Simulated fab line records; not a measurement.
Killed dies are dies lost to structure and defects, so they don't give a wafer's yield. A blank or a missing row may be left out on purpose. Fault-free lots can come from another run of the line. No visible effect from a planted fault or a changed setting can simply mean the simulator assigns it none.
A struck lot beside a sound one	flow sky130	15 steps out of a route of 708
Sound: wafers L524.1, L524.2, L524.6. Wafers struck: L537.1, L537.4, L537.5. The cause is named last.
At each step with rows: each side's tool, then ch and its chambers, then its first start. Under that, the readings that differ: sound wafers	struck wafers	difference of the means	sigmas: that difference in standard deviations of wafers without a fault.
alike: readings whose means differ by less than 2 such deviations, and words and numbers that are the same on both sides. not compared: withheld readings, readings that some wafer has no value for, bounds like >300 that may hide the same value, and numbers for which the record gives no deviation and whose values overlap.
The two part at a step that has a row with sigmas, a row that says differs or no value, or rows on one side only. Non-overlapping numbers with no deviation appear without sigmas and do not part them. Lack of a reading on every wafer of one side parts them only where that side has two or more wafers.

first, 2 steps without rows for these wafers: SKY_CAP2M_PEB_10; SKY_CAP2M_DEVELOP_11 (develop time 60 s).
SKY_CAP2M_OVL_MEAS_12:
  sound on overlay-01, day 40 10:36; struck on overlay-01, day 44 14:54
reading	sound	struck	difference	sigmas
CAP2M_OVL (nm)	-1.3 -1.3 -1.1	2.1 2.6 3.3	+3.9	+3
SKY_CAP2M_METAL_ETCH_13: etches TiN in Cl2/BCl3, stops on SiO2, target depth 220 nm, time 62.9 s.
  sound on rieMetal-02 ch 1, day 40 10:38; struck on rieMetal-02 ch 0,1, day 44 14:56
reading	sound	struck	difference	sigmas
oesProductAu (a.u.)	0.942 0.956 0.955	0.926 0.936 0.942	-0.016	-2
  alike: drypumpMotorCurrentA, throttleValvePct
  not compared: rfHoursCounterH
SKY_CAP2M_STRIP_14: strips in O2/N2.
  sound on plasmaAsher-01 ch 0,1, day 40 10:47; struck on plasmaAsher-04 ch 0,1, day 44 15:01
  alike: drypumpMotorCurrentA, oesProductAu, stripTimeToEndpointS
  not compared: rfHoursCounterH
then, 7 steps without rows for these wafers: SKY_CAP2M_STRIP_15 (strips in post etch residue remover, time 1200 s); SKY_CAP2M_CLEAN_16 (cleans in IPA, time 180 s); SKY_CAP2M_CLEAN_17 (cleans in O3/DIW); SKY_METAL4_DEHYDRATE_05 (time 60 s); SKY_METAL4_HMDS_06 (prime time 60 s); SKY_METAL4_COAT_07 (resist thk 60 nm); SKY_METAL4_COAT_08 (resist thk 1140 nm).
SKY_METAL4_SOFTBAKE_09: time 90 s.
  sound on lithoTrack-02 ch 0, day 41 00:00; struck on lithoTrack-02 ch 0, day 45 02:00
reading	sound	struck	difference	sigmas
heaterPowerTotalW (W)	57.37 57.20 57.29	58.40 58.34 58.55	+1.14	+10
plateTempC (C)	99.75 99.92 100.01	101.40 101.68 101.39	+1.60	+12
then, 1 step without rows for these wafers: SKY_METAL4_EXPOSE_10 (exposes mask MM4, target cd 300 nm).
-- the record jumps here: 4 days lie between the struck wafers' starts before and after (it left off in module METAL4 and takes up again in module PAD_OPEN, whose first step shown is number 708 of the route) --
SKY_PAD_OPEN_PROBE_99:
  sound on prober-02, day 45 13:09; struck on prober-01, day 49 02:20
  alike: defectLimitedYield, killed_at_M0_to_M3, killed_at_M4_up, killedAtContacts, killedAtFrontEnd, killedAtOther, killedDies, killedOpen, killedShort, sort_bin_3_pad_short, sort_bin_5_function, sort_bin_6_memory, sortNPass, sortYieldPct

== WHERE THEY PART ==
Earliest at SKY_CAP2M_OVL_MEAS_12; latest, in this record, at SKY_METAL4_SOFTBAKE_09. Later steps at which nothing parts them and some readings are alike: SKY_PAD_OPEN_PROBE_99.

WHY: what the simulator had put in
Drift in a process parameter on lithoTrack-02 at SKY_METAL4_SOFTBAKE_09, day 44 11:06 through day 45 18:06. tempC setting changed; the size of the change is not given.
